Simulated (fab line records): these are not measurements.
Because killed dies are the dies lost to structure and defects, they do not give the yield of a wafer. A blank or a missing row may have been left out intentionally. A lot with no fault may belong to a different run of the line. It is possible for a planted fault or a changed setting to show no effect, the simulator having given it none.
fab line records | flow sky130
[record] lots = 13 | wafers = 39 | last_day = 50
route steps=708 shown NWELL@78 VT_ADJUST_NCORE@125 PAD_OPEN@708
lots untouched by any fault: they come from a run of this same line in which no faults occurred
start_h: hours from the record's opening day to when the first of the lot's shown wafers began | wait_h: how many hours have passed since the lot's step before this one | " unchanged from the row above | L1.1+2: several wafers, shown together as one row | - no value, or no start given | * or withheld: withheld | < > ~ a bound
route shown NAME@n: NAME is a module with steps in the file, n the number in the route of the first one | usual: the fault-free wafers' mean and standard deviation | same: alike in all rows | chamber/n: place in a boat | sites: each site's reading | _std_site: the standard deviation of these | _edge_site: mean of outer sites minus mean of inner sites | radius_mm: for every site, how far away it sits from the centre of the wafer | mask NAME#n: copy n | behind: tool/chamber where the wafer was last shaped | hold: why the lot was held/for how many hours/how that ended | device: which transistor (n, p or np) failed to switch | end of line: at the end of the route, the tests of the same wafers | for a step that has no rows: nothing shown but its recipe | killed: dies lost to structure and defects at the first sort, not the wafer's yield | map: a wafer's dies, x killed, . not, _ none there
set.NAME: the setting that was run; set.NAME@STEP: the one run at that earlier step | model.NAME: the simulator's own value behind a step, which no gauge read
a sample of lots followed through the steps of the route, with each step as a table and each wafer as a row
services: from which hour (start_h, from the record's first day; less than 0 if before it) a tool's chamber was out of use, for how many hours, and why
[[steps]]
[step SKY_NWELL_STRIP_25]
[recipe] chemistry = O2/N2 | power_w = 1400 | pressure_mtorr = 1500 | platen_temp_c = withheld | o2_flow_sccm = 3000 | n2_flow_sccm = 300 | overash_fraction = 0.5
[usual] drypump_motor_current_A = 5.7/0.48 | n2_flow_sccm = 300.0/0.93 | o2_flow_sccm = 3000/8.9 | oes_product_au = 0.723/0.0047 | strip_time_to_endpoint_s = 36.96/0.098
lot.wafer | tool            | chamber | start_h | wait_h | drypump_motor_current_A | n2_flow_sccm | o2_flow_sccm | oes_product_au | rf_hours_counter_h | strip_time_to_endpoint_s
L226.1    | plasma_asher-01 | 1       | 100.92  | 0.1    | 5.0                     | 298.5        | 3009         | 0.726          | 41                 | 36.95
L226.2    | "               | 0       | "       | "      | 6.0                     | 299.7        | 3013         | 0.734          | 41                 | 36.97
L226.3    | "               | 1       | "       | "      | 4.9                     | 298.6        | 3013         | 0.727          | -                  | 36.93
L227.2    | plasma_asher-04 | 0       | 106.26  | 0.1    | 5.7                     | 301.0        | 2985         | 0.723          | 40                 | 36.97
L227.3    | "               | 0       | "       | "      | 5.7                     | 301.5        | 2992         | 0.725          | -                  | 36.93
L227.5    | "               | 1       | "       | "      | 5.2                     | 300.7        | 3033         | 0.732          | -                  | 37.01
L229.3    | plasma_asher-02 | 1       | 143.88  | 0.1    | 6.4                     | 300.9        | 3010         | 0.722          | -                  | 36.94
L229.4    | "               | 0       | "       | "      | 5.9                     | 299.7        | 2998         | 0.717          | -                  | 36.95
L229.5    | "               | 1       | "       | "      | 6.4                     | 299.5        | 3005         | 0.723          | -                  | 36.93
L231.2    | plasma_asher-04 | 0       | 149.90  | 0.1    | 5.7                     | 299.6        | 2991         | 0.715          | 44                 | 36.81
L231.4    | "               | 1       | "       | "      | 5.2                     | 300.0        | 3011         | 0.721          | -                  | 36.87
L231.6    | "               | 0       | "       | "      | 5.7                     | 299.8        | 2993         | 0.731          | -                  | 36.78
L230.4    | plasma_asher-01 | 0       | 150.59  | 0.1    | 6.0                     | 300.3        | 3005         | 0.729          | -                  | 36.89
L230.5    | "               | 1       | "       | "      | 4.9                     | 300.7        | 2997         | 0.723          | -                  | 36.81
L230.6    | "               | 0       | "       | "      | 6.0                     | 300.7        | 2993         | 0.726          | -                  | 36.73
L232.1    | plasma_asher-02 | 1       | 155.00  | 0.1    | 6.4                     | 301.8        | 2997         | 0.715          | 34                 | 37.03
L232.3    | "               | 0       | "       | "      | 5.8                     | 299.3        | 2998         | 0.723          | -                  | 37.00
L232.6    | "               | 1       | "       | "      | 6.4                     | 302.0        | 2997         | 0.727          | -                  | 37.02
L234.3    | plasma_asher-01 | 0       | 163.74  | 0.1    | 6.0                     | 299.7        | 3026         | 0.723          | -                  | 36.93
L234.4    | "               | 1       | "       | "      | 4.9                     | 298.3        | 3005         | 0.719          | -                  | 36.99
L234.5    | "               | 1       | "       | "      | 4.9                     | 299.6        | 3000         | 0.721          | -                  | 36.97
L235.3    | plasma_asher-04 | 0       | 164.09  | 0.1    | 5.7                     | 299.7        | 2987         | 0.721          | -                  | 37.04
L235.4    | "               | 1       | "       | "      | 5.2                     | 299.0        | 2997         | 0.725          | -                  | 36.99
L235.5    | "               | 0       | "       | "      | 5.7                     | 300.3        | 2993         | 0.731          | -                  | 36.83
L236.3    | plasma_asher-04 | 0       | 166.25  | 0.1    | 5.7                     | 300.1        | 3005         | 0.723          | -                  | 37.04
L236.5    | "               | 0       | "       | "      | 5.7                     | 299.5        | 2998         | 0.719          | -                  | 36.96
L236.6    | "               | 1       | "       | "      | 5.2                     | 299.2        | 2989         | 0.728          | -                  | 36.98
L244.1    | plasma_asher-02 | 0       | 212.47  | 0.1    | 5.9                     | 300.9        | 2985         | 0.723          | 40                 | 36.93
L244.3    | "               | 1       | "       | "      | 6.4                     | 299.7        | 2990         | 0.719          | -                  | 36.90
L244.6    | "               | 0       | "       | "      | 5.9                     | 299.9        | 2998         | 0.713          | -                  | 37.03
L245.1    | plasma_asher-02 | 1       | 214.72  | 0.1    | 6.4                     | 300.5        | 3001         | 0.725          | 40                 | 36.97
L245.3    | "               | 0       | "       | "      | 5.9                     | 299.5        | 2990         | 0.719          | -                  | 36.96
L245.4    | "               | 1       | "       | "      | 6.4                     | 299.7        | 3000         | 0.713          | -                  | 37.01
L248.1    | plasma_asher-04 | 0       | 238.15  | 0.1    | 5.7                     | 301.1        | 3010         | 0.725          | 53                 | 37.20
L248.4    | "               | 1       | "       | "      | 5.2                     | 299.3        | 2996         | 0.714          | -                  | 37.01
L248.6    | "               | 1       | "       | "      | 5.2                     | 299.2        | 3002         | 0.719          | -                  | 37.03
L249.1    | plasma_asher-02 | 1       | 242.67  | 0.1    | 6.4                     | 299.8        | 3011         | 0.721          | 43                 | 36.93
L249.2    | "               | 0       | "       | "      | 5.9                     | 300.4        | 2994         | 0.722          | 43                 | 36.98
L249.3    | "               | 1       | "       | "      | 6.4                     | 299.5        | 3004         | 0.723          | -                  | 36.86
[step SKY_NWELL_RTA_28]
[recipe] temp_c = 1050 | time_s = 30 | idle_temp_c = 650 | ramp_up_c_per_s = 150 | ramp_down_c_per_s = 90 | ambient = N2
[usual] lamp_power_pct = 25.30/0.046 | wafer_temp_C_max = 1054.8/0.91
lot.wafer | tool          | chamber | start_h | wait_h | lamp_power_pct | wafer_temp_C_max
L226.1    | rtp_anneal-02 | 0       | 101.13  | 0.0    | 25.29          | 1053.7
L226.2    | "             | 0       | "       | "      | 25.35          | 1054.2
L226.3    | "             | 0       | "       | "      | 25.28          | 1054.0
L227.2    | rtp_anneal-02 | 0       | 106.49  | 0.0    | 25.34          | 1055.3
L227.3    | "             | 0       | "       | "      | 25.30          | 1055.1
L227.5    | "             | 0       | "       | "      | 25.29          | 1055.3
L229.3    | rtp_anneal-02 | 0       | 144.09  | 0.0    | 25.35          | 1055.1
L229.4    | "             | 0       | "       | "      | 25.30          | 1054.7
L229.5    | "             | 0       | "       | "      | 25.26          | 1054.5
L231.2    | rtp_anneal-01 | 0       | 150.13  | 0.0    | 25.29          | 1055.2
L231.4    | "             | 0       | "       | "      | 25.29          | 1055.8
L231.6    | "             | 0       | "       | "      | 25.27          | 1054.3
L230.4    | rtp_anneal-02 | 0       | 150.82  | 0.1    | 25.34          | 1056.3
L230.5    | "             | 0       | "       | "      | 25.32          | 1054.7
L230.6    | "             | 0       | "       | "      | 25.30          | 1054.8
L232.1    | rtp_anneal-02 | 0       | 155.21  | 0.0    | 25.24          | 1054.3
L232.3    | "             | 0       | "       | "      | 25.26          | 1055.1
L232.6    | "             | 0       | "       | "      | 25.37          | 1053.9
L234.3    | rtp_anneal-01 | 0       | 163.95  | 0.0    | 25.31          | 1054.7
L234.4    | "             | 0       | "       | "      | 25.32          | 1055.3
L234.5    | "             | 0       | "       | "      | 25.32          | 1054.2
L235.3    | rtp_anneal-02 | 0       | 164.30  | 0.0    | 25.28          | 1056.0
L235.4    | "             | 0       | "       | "      | 25.29          | 1054.6
L235.5    | "             | 0       | "       | "      | 25.31          | 1055.3
L236.3    | rtp_anneal-01 | 0       | 166.46  | 0.0    | 25.34          | 1054.5
L236.5    | "             | 0       | "       | "      | 25.30          | 1056.1
L236.6    | "             | 0       | "       | "      | 25.35          | 1055.1
L244.1    | rtp_anneal-01 | 0       | 212.68  | 0.0    | 25.30          | 1053.8
L244.3    | "             | 0       | "       | "      | 25.35          | 1053.9
L244.6    | "             | 0       | "       | "      | 25.32          | 1054.1
L245.1    | rtp_anneal-01 | 0       | 214.93  | 0.0    | 25.25          | 1056.9
L245.3    | "             | 0       | "       | "      | 25.26          | 1054.6
L245.4    | "             | 0       | "       | "      | 25.29          | 1055.9
L248.1    | rtp_anneal-02 | 0       | 238.36  | 0.0    | 25.39          | 1054.8
L248.4    | "             | 0       | "       | "      | 25.43          | 1054.3
L248.6    | "             | 0       | "       | "      | 25.30          | 1055.0
L249.1    | rtp_anneal-01 | 0       | 242.88  | 0.0    | 25.23          | 1055.7
L249.2    | "             | 0       | "       | "      | 25.28          | 1056.0
L249.3    | "             | 0       | "       | "      | 25.31          | 1055.8
[step SKY_VT_ADJUST_NCORE_DEVELOP_06]
[recipe] resist = NOVOLAK | developer = TMAH | develop_time_s = 60 | dev_temp_c = 23
lot.wafer  | tool           | chamber | start_h | wait_h
L226.1+2+3 | litho_track-02 | 0       | 175.25  | 0.1
L227.2+3+5 | litho_track-03 | 0       | 184.19  | 0.1
L229.3+4+5 | litho_track-02 | 0       | 225.90  | 0.1
L231.2+4+6 | litho_track-02 | 0       | 234.67  | 0.1
L230.4+5+6 | litho_track-04 | 0       | 237.01  | 0.1
L232.1+3+6 | litho_track-02 | 0       | 242.20  | 0.1
L234.3+4+5 | litho_track-04 | 0       | 253.33  | 0.1
L235.3+4+5 | litho_track-02 | 0       | 254.65  | 0.1
L236.3+5+6 | litho_track-03 | 0       | 255.91  | 0.1
L244.1+3+6 | litho_track-04 | 0       | 308.38  | 0.1
L245.1+3+4 | litho_track-04 | 0       | 311.58  | 0.1
L248.1+4+6 | litho_track-02 | 0       | 338.50  | 0.1
L249.1+2+3 | litho_track-02 | 0       | 343.65  | 0.1
[step SKY_VT_ADJUST_NCORE_TW_MEAS_11]
[usual] VT_ADJUST_NCORE_TW = 220.0/1.6
lot.wafer | tool          | chamber | start_h | wait_h | VT_ADJUST_NCORE_TW
L226.1    | film_metro-01 | -       | 175.80  | 0.1    | 220.0
L226.2    | "             | -       | "       | "      | 219.0
L226.3    | "             | -       | "       | "      | 219.8
L227.2    | film_metro-04 | -       | 184.73  | 0.1    | 219.5
L227.3    | "             | -       | "       | "      | 220.6
L227.5    | "             | -       | "       | "      | 220.9
L229.3    | film_metro-01 | -       | 226.42  | 0.1    | 218.6
L229.4    | "             | -       | "       | "      | 219.4
L229.5    | "             | -       | "       | "      | 219.2
L231.2    | film_metro-01 | -       | 235.28  | 0.1    | 219.1
L231.4    | "             | -       | "       | "      | 217.6
L231.6    | "             | -       | "       | "      | 218.5
L230.4    | film_metro-04 | -       | 237.52  | 0.1    | 221.3
L230.5    | "             | -       | "       | "      | 221.3
L230.6    | "             | -       | "       | "      | 221.4
L232.1    | film_metro-03 | -       | 242.75  | 0.1    | 220.4
L232.3    | "             | -       | "       | "      | 221.2
L232.6    | "             | -       | "       | "      | 220.2
L234.3    | film_metro-04 | -       | 253.86  | 0.1    | 221.8
L234.4    | "             | -       | "       | "      | 221.6
L234.5    | "             | -       | "       | "      | 221.1
L235.3    | film_metro-01 | -       | 255.17  | 0.1    | 220.4
L235.4    | "             | -       | "       | "      | 220.7
L235.5    | "             | -       | "       | "      | 221.5
L236.3    | film_metro-04 | -       | 256.44  | 0.1    | 221.5
L236.5    | "             | -       | "       | "      | 221.9
L236.6    | "             | -       | "       | "      | 221.0
L244.1    | film_metro-01 | -       | 308.94  | 0.1    | 30.2
L244.3    | "             | -       | "       | "      | 30.2
L244.6    | "             | -       | "       | "      | 30.0
L245.1    | film_metro-04 | -       | 312.14  | 0.1    | 30.3
L245.3    | "             | -       | "       | "      | 30.3
L245.4    | "             | -       | "       | "      | 30.3
L248.1    | film_metro-03 | -       | 339.05  | 0.1    | 219.8
L248.4    | "             | -       | "       | "      | 217.2
L248.6    | "             | -       | "       | "      | 219.3
L249.1    | film_metro-04 | -       | 344.20  | 0.1    | 221.7
L249.2    | "             | -       | "       | "      | 222.2
L249.3    | "             | -       | "       | "      | 220.9
[step SKY_PAD_OPEN_PROBE_99]
[usual] killed_at_M0_to_M3 = 44/7.2 | killed_at_M4_up = 3.2/1.8 | killed_at_contacts = 24/5.4 | killed_at_front_end = 15/4 | killed_at_other = 0.3/0.56 | killed_dies = 87/9.2 | killed_on_rim = 17/4 | killed_open = 47/7.3 | killed_short = 39/5.7
[same] gross_dies = 492 | killed_at_back_side = 0
lot.wafer | tool      | chamber | start_h | wait_h | killed_at_M0_to_M3 | killed_at_M4_up | killed_at_contacts | killed_at_front_end | killed_at_other | killed_dies | killed_on_rim | killed_open | killed_short
L226.1    | prober-02 | -       | 1067.10 | 0.1    | 53                 | 2               | 21                 | 10                  | 1               | 87          | 13            | 49          | 38
L226.2    | prober-02 | -       | 1067.15 | 0.1    | 44                 | 4               | 22                 | 10                  | 0               | 80          | 10            | 43          | 35
L226.3    | prober-02 | -       | 1067.20 | 0.2    | 39                 | 1               | 23                 | 15                  | 3               | 81          | 13            | 44          | 37
L231.2    | prober-02 | -       | 1120.93 | 0.1    | 42                 | 3               | 24                 | 11                  | 0               | 80          | 18            | 47          | 33
L231.4    | prober-02 | -       | 1121.03 | 0.2    | 44                 | 3               | 29                 | 12                  | 1               | 89          | 12            | 45          | 44
L231.6    | prober-02 | -       | 1121.13 | 0.2    | 41                 | 3               | 23                 | 10                  | 1               | 78          | 17            | 40          | 37
L232.1    | prober-02 | -       | 1125.88 | 0.1    | 33                 | 5               | 25                 | 21                  | 1               | 85          | 17            | 45          | 40
L232.3    | prober-02 | -       | 1125.98 | 0.2    | 32                 | 4               | 24                 | 18                  | 0               | 78          | 14            | 38          | 40
L232.6    | prober-02 | -       | 1126.13 | 0.2    | 39                 | 2               | 26                 | 9                   | 2               | 78          | 16            | 43          | 35
L235.3    | prober-02 | -       | 1139.76 | 0.2    | 38                 | 7               | 19                 | 19                  | 0               | 83          | 21            | 47          | 36
L235.4    | prober-02 | -       | 1139.81 | 0.2    | 38                 | 3               | 29                 | 14                  | 1               | 85          | 20            | 51          | 34
L235.5    | prober-02 | -       | 1139.86 | 0.2    | 40                 | 5               | 29                 | 17                  | 0               | 91          | 16            | 52          | 39
L244.1    | prober-02 | -       | 1173.77 | 0.1    | 60                 | 1               | 24                 | 407                 | 0               | 492         | 96            | 60          | 43
L244.3    | prober-02 | -       | 1173.87 | 0.2    | 41                 | 7               | 19                 | 424                 | 1               | 492         | 96            | 46          | 38
L244.6    | prober-02 | -       | 1174.02 | 0.2    | 46                 | 0               | 30                 | 416                 | 0               | 492         | 96            | 50          | 46
L245.1    | prober-01 | -       | 1178.51 | 0.1    | 37                 | 3               | 21                 | 430                 | 1               | 492         | 96            | 41          | 35
L245.3    | prober-01 | -       | 1178.61 | 0.2    | 41                 | 4               | 27                 | 420                 | 0               | 492         | 96            | 53          | 30
L245.4    | prober-01 | -       | 1178.66 | 0.2    | 47                 | 4               | 35                 | 405                 | 1               | 492         | 96            | 45          | 51
// killed by level:class
L226.1 VIA3:geometric_particle:open=13 VIA2:geometric_particle:open=9 LI_CONTACT:geometric_particle:open=8 VIA1:geometric_particle:open=8 CONTACT:geometric_particle:open=6 METAL3:geometric_particle:short=6 FIELD_ISO:geometric_particle:short=5 METAL2:geometric_particle:short=5
L226.2 VIA1:geometric_particle:open=11 CONTACT:geometric_particle:open=9 VIA3:geometric_particle:open=8 CONTACT:geometric_particle:short=6 VIA1:geometric_particle:short=5 METAL2:geometric_particle:short=5 VIA3:geometric_particle:short=5 LOCAL_INTERCONNECT:geometric_particle:short=4
L226.3 CONTACT:geometric_particle:open=10 POLY_GATE:geometric_particle:open=7 LI_CONTACT:geometric_particle:open=7 VIA3:geometric_particle:open=6 VIA1:geometric_particle:open=6 FIELD_ISO:geometric_particle:short=5 METAL1:geometric_particle:short=5 VIA2:geometric_particle:open=5
L231.2 CONTACT:geometric_particle:open=11 VIA1:geometric_particle:open=8 VIA1:geometric_particle:short=7 VIA3:geometric_particle:open=7 VIA2:geometric_particle:open=6 LI_CONTACT:geometric_particle:open=5 LOCAL_INTERCONNECT:geometric_particle:short=4 CONTACT:geometric_particle:short=4
L231.4 CONTACT:geometric_particle:open=11 VIA1:geometric_particle:open=10 CONTACT:geometric_particle:short=6 VIA3:geometric_particle:short=6 LI_CONTACT:geometric_particle:open=5 VIA1:geometric_particle:short=5 VIA2:geometric_particle:open=5 FIELD_ISO:geometric_particle:open=4
L231.6 VIA1:geometric_particle:open=13 LI_CONTACT:geometric_particle:open=6 LI_CONTACT:geometric_particle:short=5 CONTACT:geometric_particle:short=5 CONTACT:geometric_particle:open=4 METAL1:geometric_particle:short=4 VIA2:geometric_particle:short=4 FIELD_ISO:geometric_particle:short=3
L232.1 CONTACT:geometric_particle:open=11 POLY_GATE:geometric_particle:short=7 VIA1:geometric_particle:short=6 FIELD_ISO:geometric_particle:open=5 LI_CONTACT:geometric_particle:open=5 CONTACT:geometric_particle:short=5 VIA2:geometric_particle:open=5 VIA1:geometric_particle:open=5
L232.3 VIA1:geometric_particle:open=9 CONTACT:geometric_particle:short=7 CONTACT:geometric_particle:open=6 METAL1:geometric_particle:short=6 POLY_GATE:geometric_particle:open=5 LI_CONTACT:geometric_particle:open=5 LOCAL_INTERCONNECT:geometric_particle:short=5 POLY_GATE:geometric_particle:short=4
L232.6 LI_CONTACT:geometric_particle:open=11 VIA1:geometric_particle:open=8 CONTACT:geometric_particle:short=7 METAL1:geometric_particle:short=6 VIA2:geometric_particle:open=6 VIA3:geometric_particle:open=5 VIA1:geometric_particle:short=4 CONTACT:geometric_particle:open=4
L235.3 VIA3:geometric_particle:open=11 VIA1:geometric_particle:open=8 LOCAL_INTERCONNECT:geometric_particle:short=6 CONTACT:geometric_particle:open=6 POLY_GATE:geometric_particle:open=5 VIA2:geometric_particle:open=5 FIELD_ISO:geometric_particle:open=4 LI_CONTACT:geometric_particle:open=4
L235.4 CONTACT:geometric_particle:open=9 VIA2:geometric_particle:open=8 LI_CONTACT:geometric_particle:open=7 CONTACT:geometric_particle:short=7 VIA1:geometric_particle:open=7 VIA3:geometric_particle:open=7 VIA1:geometric_particle:short=5 FIELD_ISO:geometric_particle:open=4
L235.5 CONTACT:geometric_particle:open=11 VIA1:geometric_particle:open=8 FIELD_ISO:geometric_particle:open=7 CONTACT:geometric_particle:short=7 METAL1:geometric_particle:short=7 VIA2:geometric_particle:open=6 POLY_GATE:geometric_particle:open=5 LI_CONTACT:geometric_particle:open=5
L244.1 VT_ADJUST_NCORE:area_develop=389 VIA2:geometric_particle:open=13 VIA1:geometric_particle:open=11 CONTACT:geometric_particle:open=11 LI_CONTACT:geometric_particle:open=7 METAL3:geometric_particle:short=7 VIA3:geometric_particle:short=6 VIA1:geometric_particle:short=6
L244.3 VT_ADJUST_NCORE:area_develop=408 VIA1:geometric_particle:open=12 POLY_GATE:geometric_particle:open=7 LOCAL_INTERCONNECT:geometric_particle:short=6 VIA2:geometric_particle:open=6 LI_CONTACT:geometric_particle:open=5 CONTACT:geometric_particle:open=5 POLY_GATE:geometric_particle:short=4
L244.6 VT_ADJUST_NCORE:area_develop=396 CONTACT:geometric_particle:open=12 VIA1:geometric_particle:open=11 CONTACT:geometric_particle:short=9 FIELD_ISO:geometric_particle:open=8 VIA3:geometric_particle:open=7 POLY_GATE:geometric_particle:short=6 METAL1:geometric_particle:short=6
L245.1 VT_ADJUST_NCORE:area_develop=416 CONTACT:geometric_particle:open=11 VIA2:geometric_particle:open=7 LI_CONTACT:geometric_particle:open=5 METAL1:geometric_particle:short=5 VIA1:geometric_particle:open=5 METAL2:geometric_particle:short=5 VIA3:geometric_particle:open=4
L245.3 VT_ADJUST_NCORE:area_develop=409 LI_CONTACT:geometric_particle:open=10 VIA1:geometric_particle:open=10 CONTACT:geometric_particle:open=9 VIA2:geometric_particle:open=7 FIELD_ISO:geometric_particle:open=6 LI_CONTACT:geometric_particle:short=5 METAL2:geometric_particle:short=5
L245.4 VT_ADJUST_NCORE:area_develop=396 CONTACT:geometric_particle:open=12 VIA1:geometric_particle:short=11 VIA2:geometric_particle:open=8 LI_CONTACT:geometric_particle:short=7 LI_CONTACT:geometric_particle:open=7 VIA1:geometric_particle:open=7 CONTACT:geometric_particle:short=6
[[services]]
tool            | chamber | start_h | hours | kind
plasma_asher-01 | -       | 83.09   | 0.7   | repair
plasma_asher-01 | -       | 93.93   | 0.5   | repair
plasma_asher-02 | -       | 110.28  | 2.8   | pm
plasma_asher-04 | -       | 143.85  | 6.0   | repair
plasma_asher-01 | -       | 163.85  | 1.7   | repair
plasma_asher-02 | -       | 184.35  | 0.9   | repair
plasma_asher-01 | -       | 265.96  | 2.7   | repair
plasma_asher-04 | -       | 301.40  | 1.2   | repair
rtp_anneal-02   | -       | 341.07  | 2.7   | pm
[[key]]
[first_sign] step = SKY_VT_ADJUST_NCORE_TW_MEAS_11 | reading = VT_ADJUST_NCORE_TW | direction = down | sigmas = 99+ | usual = 220.0 | struck = 30.2
[effect] step = SKY_PAD_OPEN_PROBE_99 | reading = killed_at_front_end | direction = up | sigmas = 99+ | usual = 15 | struck = 417
[more_kills_born_at] SKY_VT_ADJUST_NCORE_DEVELOP_06@litho_track-04 = 2414
met_at SKY_VT_ADJUST_NCORE_DEVELOP_06
struck_lots L244,L245
tester_left_out L244,L245
not_acting_at SKY_NWELL_STRIP_25,SKY_NWELL_RTA_28
onset_between 253.33 308.38
[fault] kind = process_parameter_drift | tool = litho_track-04 | chamber = - | onset_h = 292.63 | steps = SKY_VT_ADJUST_NCORE_DEVELOP_06 | channel = develop_time_s | offset = * | shape = step | end_h = 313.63 | acts_in = * | stated = *
// tester_left_out: of these lots the tester's yield and bins aren't shown, on N5 and GAA mostly nor the transistor test; their killed dies are dies lost to structure and defects alone, not to doping, threshold or leakage, so they don't give the yield
